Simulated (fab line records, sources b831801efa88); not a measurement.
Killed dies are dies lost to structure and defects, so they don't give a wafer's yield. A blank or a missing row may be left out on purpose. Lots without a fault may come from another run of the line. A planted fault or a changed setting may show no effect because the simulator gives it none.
fab line records | flow sfq_line
record lots=7 wafers=18 last_day=81
route steps=325 shown M2@102 I2@103
lots that met no fault: from a run of the same line without faults
start_h: hours from the record's first day to the start of the lot's first wafer shown | wait_h: hours since the lot's step before | " the same as in the row above | L1.1+2: a row that stands for several wafers | - no value, or no start given | * or withheld: withheld | < > ~ a bound
route shown NAME@n: a module of which the file shows steps, and the number in the route of the first | usual: mean/standard deviation of fault-free wafers | same: alike in all rows | chamber/n: place in a boat | sites: the reading at each site | _std_site: their standard deviation | _edge_site: outer sites' mean less inner sites' | radius_mm: how far each site lies from the wafer's centre | mask NAME#n: copy n | behind: the tool/chamber that last shaped the wafer | hold: why the lot was held/for how many hours/how that ended | device: the transistor (n, p or np) that didn't switch | end of line: the same wafers' tests at the end of the route | a step without rows: its recipe alone | killed: dies lost to structure and defects at the first sort, not the wafer's yield | map: a wafer's dies, x killed, . not, _ none there
set.NAME: the setting as run; set.NAME@STEP: as run at that earlier step | model.NAME: the simulator's own value behind a step, which no gauge read
lots at some steps of the route; a table a step, a row a wafer
services: from which hour (start_h, from the record's first day; less than 0 if before it) a tool's chamber was out of use, for how many hours, and why
## steps
# step SFQ_TRILAYER_M2_STRIP_SOLV_CLEAN_062
# recipe chemistry=NMP temp_c=70 time_s=600
# step SFQ_TRILAYER_I2_DEP_PECVD_063
# recipe material=SiO2 temp_c=150 time_s=111.11 pressure_torr=2.4 rf_w=183.3 precursor=SiH4/N2O target_thk_nm=500
# usual chamber_pressure_Torr=2.401/0.0052 heater_power_w=81/8.8 throttle_valve_pct=24.7/1.9
# columns lot.wafer tool chamber start_h wait_h chamber_pressure_Torr heater_power_w since_wet_clean_h throttle_valve_pct
L689.1 pecvd-03 2 539.70 0.0 2.388 91 1454 27.7
L689.3 " 1 " " 2.402 74 1454 24.2
L689.5 " 2 " " 2.388 89 - 27.3
L694.1 pecvd-03 1 711.62 0.0 2.403 79 134 22.1
L694.2 " 2 " " 2.403 77 134 22.5
L694.3 " 0 " " 2.408 81 134 23.2
L699.2 pecvd-02 0 729.62 0.0 2.403 88 1274 26.4
L699.5 " 2 " " 2.405 68 - 24.9
L703.3 pecvd-02 1 740.26 0.0 2.398 75 1285 27.1
L703.5 " 2 " " 2.398 59 - 24.9
L704.2 pecvd-04 1 745.34 0.0 2.399 75 907 25.1
L704.5 " 1 " " 2.392 75 - 25.2
L708.1 pecvd-03 1 750.14 0.0 2.390 83 172 22.2
L708.4 " 1 " " 2.391 85 - 22.2
L708.6 " 0 " " 2.395 82 - 23.6
L711.2 pecvd-03 0 754.94 0.0 2.400 93 177 23.7
L711.3 " 1 " " 2.394 77 177 22.3
L711.6 " 1 " " 2.386 79 - 22.3
# step SFQ_TRILAYER_I2_CMP_CMP_064
# recipe material=SiO2 down_force_psi=3 platen_rpm=60 pad_velocity_m_s=0.94248
# usual motor_current_A=10.2/0.85 time_to_endpoint_s=216/7
# columns lot.wafer tool chamber start_h wait_h motor_current_A time_to_endpoint_s
L689.3 cmp-02 3 540.90 1.2 10.5 212
L689.1 " 0 " " 11.0 216
L689.5 " 2 542.40 2.6 9.9 220
L694.2 cmp-01 2 713.49 1.8 10.2 204
L694.3 " 0 714.49 2.8 11.2 218
L694.1 " 1 " " 11.1 213
L699.2 cmp-02 0 732.99 3.3 10.8 213
L699.5 " 1 " " 8.9 221
L703.3 cmp-01 3 743.79 3.5 11.2 218
L703.5 " 0 " " 11.4 222
L704.2 cmp-01 2 746.92 1.5 10.1 206
L704.5 " 3 " " 11.0 220
L708.4 cmp-01 0 756.42 6.2 11.7 214
L708.1 " 1 " " 10.7 211
L708.6 " 2 " " 10.2 211
L711.3 cmp-01 2 762.42 7.4 9.5 206
L711.2 " 3 " " 10.9 204
L711.6 " 0 " " 11.6 212
# step SFQ_I2_BOW_MEAS_917
# recipe mode=bow
# usual I2_BOW=2/9.2
# columns lot.wafer tool chamber start_h wait_h I2_BOW[um]
L689.1 film_metro-03 - 543.40 1.5 -15
L689.3 " - " " -16
L689.5 " - " " -13
L694.1 film_metro-03 - 716.49 1.0 16
L694.2 " - " " 12
L694.3 " - " " 11
L699.2 film_metro-03 - 734.51 1.0 10
L699.5 " - " " 21
L703.3 film_metro-02 - 745.33 1.0 14
L703.5 " - " " 5
L704.2 film_metro-01 - 748.44 1.0 -7
L704.5 " - " " 2
L708.1 film_metro-02 - 758.42 1.0 4
L708.4 " - " " 2
L708.6 " - " " 0
L711.2 film_metro-03 - 764.44 1.0 -7
L711.3 " - " " 4
L711.6 " - " " 2
# step SFQ_TRILAYER_I2_METRO_MEASURE_065
# usual thk_nm=200.2/1.1
# columns lot.wafer tool chamber start_h wait_h thk_nm
L689.1 film_metro-03 - 543.52 0.1 199.7
L689.3 " - " " 200.0
L689.5 " - " " 200.6
L694.1 film_metro-03 - 716.61 0.1 198.7
L694.2 " - " " 198.9
L694.3 " - " " 200.6
L699.2 film_metro-03 - 734.81 0.3 201.1
L699.5 " - " " 201.5
L703.3 film_metro-02 - 745.81 0.5 200.2
L703.5 " - " " 200.7
L704.2 film_metro-01 - 748.74 0.3 200.6
L704.5 " - " " 200.9
L708.1 film_metro-02 - 758.54 0.1 199.2
L708.4 " - " " 200.0
L708.6 " - " " 199.5
L711.2 film_metro-03 - 764.74 0.3 200.5
L711.3 " - " " 198.2
L711.6 " - " " 199.6
# step SFQ_TRILAYER_I2_VIA_LITHO_COAT_072
# recipe resist=BARC spin_rpm=3000 resist_thk_nm=62
# step SFQ_TRILAYER_I2_VIA_LITHO_COAT_067
# recipe resist=KrF spin_rpm=3000 resist_thk_nm=650
# step SFQ_TRILAYER_I2_VIA_LITHO_SOFTBAKE_071
# recipe temp_c=withheld time_s=withheld resist=KrF
# step SFQ_TRILAYER_I2_VIA_LITHO_EXPOSE_068
# recipe mask_id=I2 na=0.6 source_shape=conventional sigma_outer=0.65 target_cd_nm=500 dose_mj=21.3
# step SFQ_TRILAYER_I2_VIA_LITHO_PEB_070
# recipe peb_temp_c=115 peb_time_s=60 resist=KrF
# step SFQ_TRILAYER_I2_VIA_LITHO_DEVELOP_069
# recipe time_s=60 resist=KrF
# step SFQ_I2_OVL_MEAS_918
# usual I2_OVL=1/5.2
# columns lot.wafer tool chamber start_h wait_h I2_OVL[nm]
L689.1 overlay-02 - 549.92 0.1 11
L689.3 " - " " 10
L689.5 " - " " 7
L694.1 overlay-01 - 720.06 0.1 2
L694.2 " - " " 0
L694.3 " - " " 5
L699.2 overlay-02 - 893.45 0.1 1
L699.5 " - " " 4
L703.3 overlay-01 - 905.46 0.1 2
L703.5 " - " " -5
L704.2 overlay-01 - 907.85 0.1 -5
L704.5 " - " " -5
L708.1 overlay-01 - 913.85 0.1 1
L708.4 " - " " -1
L708.6 " - " " 2
L711.2 overlay-01 - 918.65 0.1 -2
L711.3 " - " " -9
L711.6 " - " " -2
# step SFQ_TRILAYER_I2_VIA_BARC_OPEN_VIA_ETCH_096
# recipe mask_material=PR chemistry=O2 target_depth_nm=125 target=BARC source_w=500 bias_w=80 pressure_mtorr=30 time_s=41.7
# usual drypump_motor_current_A=5.7/0.67 oes_product_au=0.685/0.0047 run_length_s=70.1/0.53
# columns lot.wafer tool chamber start_h wait_h drypump_motor_current_A oes_product_au rf_hours_counter_h run_length_s model.KrF_of_TRILAYER_I2_VIA_LITHO_COAT_067.thk_nm
L689.1 rie_diel-03 2 549.96 0.0 6.3 0.689 1 70.6 574.2
L689.3 " 0 " " 6.4 0.688 15 70.5 575.4
L689.5 " 3 " " 5.0 0.681 - 70.7 573.6
L694.1 rie_diel-01 3 720.10 0.0 4.8 0.689 56 70.4 572.6
L694.2 " 0 " " 6.6 0.683 5 69.5 574.4
L694.3 " 1 " " 4.8 0.690 3 69.9 571.4
L699.2 rie_diel-01 0 893.48 0.0 6.6 0.642 8 77.5 563.7
L699.5 " 3 " " 4.9 0.645 - 78.4 564.4
L703.3 rie_diel-01 1 905.48 0.0 4.8 0.680 6 69.5 572.2
L703.5 " 0 " " 6.5 0.627 - 77.8 562
L704.2 rie_diel-01 2 907.88 0.0 5.1 0.636 10 78.6 562.7
L704.5 " 1 " " 4.8 0.637 - 78.1 565.4
L708.1 rie_diel-02 2 913.88 0.0 5.4 0.687 8 69.4 575
L708.4 " 0 " " 6.4 0.686 23 69.0 574.3
L708.6 " 3 " " 6.2 0.687 - 70.1 572.9
L711.2 rie_diel-03 1 918.68 0.0 5.6 0.686 12 70.1 574.9
L711.3 " 2 " " 6.4 0.681 7 70.8 576.8
L711.6 " 0 " " 6.4 0.685 - 70.8 571.6
# step SFQ_TRILAYER_I2_VIA_ETCH_VIA_ETCH_070
# recipe target=SiO2 stop_on=Nb mask_material=PR taper_deg=20 chemistry=CHF3 target_depth_nm=260 source_w=500 bias_w=80 pressure_mtorr=30 time_s=withheld
# usual drypump_motor_current_A=5.7/0.68 oes_product_au=0.855/0.0056
# columns lot.wafer tool chamber start_h wait_h drypump_motor_current_A oes_product_au model.KrF_of_TRILAYER_I2_VIA_LITHO_COAT_067.thk_nm
L689.1 rie_diel-03 2 550.00 0.0 6.4 0.852 528.9
L689.3 " 0 " " 6.4 0.856 530
L689.5 " 3 " " 5.0 0.851 528.5
L694.1 rie_diel-01 3 720.14 0.0 4.8 0.857 527.5
L694.2 " 0 " " 6.6 0.855 529.9
L694.3 " 1 " " 4.8 0.852 526.8
L699.2 rie_diel-01 0 893.52 0.0 6.6 0.861 519.3
L699.5 " 3 " " 4.9 0.862 519.6
L703.3 rie_diel-01 1 905.52 0.0 4.8 0.860 527.3
L703.5 " 0 " " 6.6 0.860 517.5
L704.2 rie_diel-01 2 907.92 0.0 5.1 0.852 516.7
L704.5 " 1 " " 4.8 0.860 521
L708.1 rie_diel-02 2 913.92 0.0 5.4 0.851 530.6
L708.4 " 0 " " 6.5 0.862 529.3
L708.6 " 3 " " 6.3 0.864 527.7
L711.2 rie_diel-03 1 918.72 0.0 5.6 0.851 530.5
L711.3 " 2 " " 6.4 0.849 532.2
L711.6 " 0 " " 6.5 0.839 526
# step SFQ_TRILAYER_I2_VIA_STRIP_STRIP_071
# recipe gas=O2 power_w=200 platen_temp_c=40 overash_fraction=0.65 chemistry=O2 pressure_mtorr=50
# usual drypump_motor_current_A=5.9/0.47 oes_product_au=1.002/0.01
# columns lot.wafer tool chamber start_h wait_h drypump_motor_current_A oes_product_au rf_hours_counter_h
L689.1 rie_metal-02 0 550.11 - 6.5 0.986 20
L689.3 " 0 " " 6.5 0.996 -
L689.5 " 0 " " 6.5 0.991 -
L694.1 rie_metal-03 0 720.25 - 5.6 0.999 125
L694.2 " 0 " " 5.5 1.003 -
L694.3 " 0 " " 5.5 1.005 -
L699.2 rie_metal-04 1 893.64 - 5.7 1.016 142
L699.5 " 0 " " 6.3 1.008 -
L703.3 rie_metal-03 0 905.84 - 5.5 0.989 -
L703.5 " 0 " " 5.5 0.986 -
L704.2 rie_metal-03 1 908.04 - 6.3 0.995 126
L704.5 " 0 " " 5.5 0.975 -
L708.1 rie_metal-02 1 914.04 - 5.2 0.987 127
L708.4 " 0 " " 6.5 0.996 -
L708.6 " 1 " " 5.2 0.988 -
L711.2 rie_metal-04 1 918.84 - 5.7 1.007 146
L711.3 " 0 " " 6.3 1.005 -
L711.6 " 0 " " 6.3 1.012 -
## services
# columns tool chamber start_h hours kind
pecvd-03 - 563.75 14.0 pm
cmp-01 - 563.87 4.0 repair
cmp-01 - 596.19 6.6 pm
rie_diel-01 - 601.46 15.6 pm
rie_diel-01 3 618.92 11.1 repair
rie_diel-01 0 622.59 3.7 repair
rie_diel-01 2 623.73 4.0 repair
rie_diel-03 1 627.69 5.3 repair
cmp-01 - 630.01 4.1 repair
rie_diel-01 1 656.98 3.8 repair
rie_diel-01 2 656.98 4.2 repair
rie_diel-01 0 660.03 9.1 repair
rie_diel-01 0 686.72 12.7 repair
rie_diel-01 1 688.03 4.3 repair
rie_diel-01 1 723.24 11.4 repair
cmp-01 - 751.42 4.0 pm
cmp-01 - 765.16 0.5 repair
rie_diel-01 3 765.37 7.0 repair
rie_diel-01 3 786.79 3.2 repair
rie_diel-01 0 826.11 9.2 repair
rie_diel-01 0 840.99 5.1 repair
rie_diel-01 3 874.89 12.1 repair
rie_diel-01 2 890.97 5.3 repair
cmp-01 - 917.90 2.6 repair
## key
first_sign step=SFQ_TRILAYER_I2_VIA_BARC_OPEN_VIA_ETCH_096 reading=run_length_s direction=up sigmas=15 usual=* struck=*
effect step=SFQ_TRILAYER_I2_VIA_BARC_OPEN_VIA_ETCH_096 reading=oes_product_au direction=down sigmas=10 usual=0.685 struck=0.637
model_effect step=SFQ_TRILAYER_I2_VIA_BARC_OPEN_VIA_ETCH_096 value=KrF_of_TRILAYER_I2_VIA_LITHO_COAT_067.thk_nm without=573.6 struck=563.6
model_effect step=SFQ_TRILAYER_I2_VIA_ETCH_VIA_ETCH_070 value=KrF_of_TRILAYER_I2_VIA_LITHO_COAT_067.thk_nm without=528.8 struck=518.8
met_at SFQ_TRILAYER_I2_VIA_BARC_OPEN_VIA_ETCH_096
struck_wafers L699.2,L699.5,L703.5,L704.2,L704.5
onset_between 720.10 893.48
fault kind=process_parameter_drift tool=rie_diel-01 chamber=- onset_h=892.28 steps=SFQ_TRILAYER_I2_VIA_BARC_OPEN_VIA_ETCH_096 channel=time_s offset=* shape=step end_h=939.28 scope=struck_wafers_only acts_in=* stated=*
